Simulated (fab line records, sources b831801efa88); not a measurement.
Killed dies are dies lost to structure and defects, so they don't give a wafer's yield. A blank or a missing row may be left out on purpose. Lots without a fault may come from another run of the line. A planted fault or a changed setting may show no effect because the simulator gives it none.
Problem report in the 8D (eight disciplines) form, filled by code | flow sfq_line | the parts of the form that need people (team, actions taken, sign-off) are left out

1. THE PROBLEM
run_length_s at SFQ_TRILAYER_M6_ETCH_METAL_ETCH_162 reads a mean of 114.1 s on 3 wafers of 3 lots; wafers without a fault read 148.3 s with a standard deviation of 0.48. That is -71 standard deviations from the usual mean.
The step: etches Nb in Cl2/Ar, stops on SiO2, target depth 240 nm, time 120 s.
First seen on wafer L508.6, day 72 08:20, on rie_metal-01. The record holds 43 wafers of 15 lots with a number at this step. Rule for "out", or "out of limits": more than 4 standard deviations from the usual mean. The other wafers with a number count as sound.

2. WHAT IT IS AND WHAT IT IS NOT
question                    | is                           | is not
which readings at this step | run_length_s, oes_product_au | drypump_motor_current_A
which lots                  | L508, L509, L511             | L492, L493, L494, L495, L496, L497, L498, L500, L502, L503, L513, L514
which wafers of those lots  | L508.6, L509.1, L511.1       | L508.3, L508.5, L509.3, L511.3
read on which tools         | rie_metal-01                 | rie_metal-03, rie_metal-04
when                        | from day 72 08:20            | up to then (32 sound wafers); but 8 sound wafers of L509, L511, L513, L514 came after

3. SUSPECTS, AND WHAT RULES EACH OUT
Counting: a tool at a process step up to the reading stays a suspect if it ran every lot that is out. Sound lots after the first of them don't rule it out here, since some wafers of a struck lot are sound.
- rie_metal-01 at SFQ_TRILAYER_M6_ETCH_METAL_ETCH_162 (etches Nb in Cl2/Ar, stops on SiO2, target depth 240 nm, time 120 s): kept. It ran every lot that is out, first L508 (day 72 08:20); its last sound lot up to then is L502 (day 70 02:46). Its own readings are out on those wafers: oes_product_au, run_length_s.
Left after counting: rie_metal-01 at SFQ_TRILAYER_M6_ETCH_METAL_ETCH_162.

4. THE CAUSE (what the simulator had put in)
Process parameter drift: rie_metal-01, from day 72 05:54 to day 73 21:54, at SFQ_TRILAYER_M6_ETCH_METAL_ETCH_162. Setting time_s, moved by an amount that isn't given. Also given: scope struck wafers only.
Counting left only this tool.

5. THE CHAIN OF EFFECTS, in route order
Each row: a reading whose mean over the struck wafers that have a number lies more than 3 standard deviations from the usual. Only readings for which the record gives a usual standard deviation are gone through. hours: the time from each lot's start at the first step in this table that gives one to its start at this step, as a median over the lots. sigmas: the change in usual standard deviations.
hours | step                                | reading        | usual      | on struck wafers | change | sigmas
0     | SFQ_TRILAYER_M6_ETCH_METAL_ETCH_162 | oes_product_au | 0.894 a.u. | 0.992            | +0.098 | +15
0     | SFQ_TRILAYER_M6_ETCH_METAL_ETCH_162 | run_length_s   | 148.3 s    | 114.1            | -34.2  | -71
The process steps in it:
- SFQ_TRILAYER_M6_ETCH_METAL_ETCH_162: etches Nb in Cl2/Ar, stops on SiO2, target depth 240 nm, time 120 s.
Readings that are blank on the struck wafers while sound wafers have them: bias_w at SFQ_TRILAYER_M6_ETCH_METAL_ETCH_162.

6. WHAT WOULD HAVE CAUGHT IT SOONER
In this record the first reading out of limits was taken at day 72 08:20, 2 hours after the fault began at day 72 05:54.
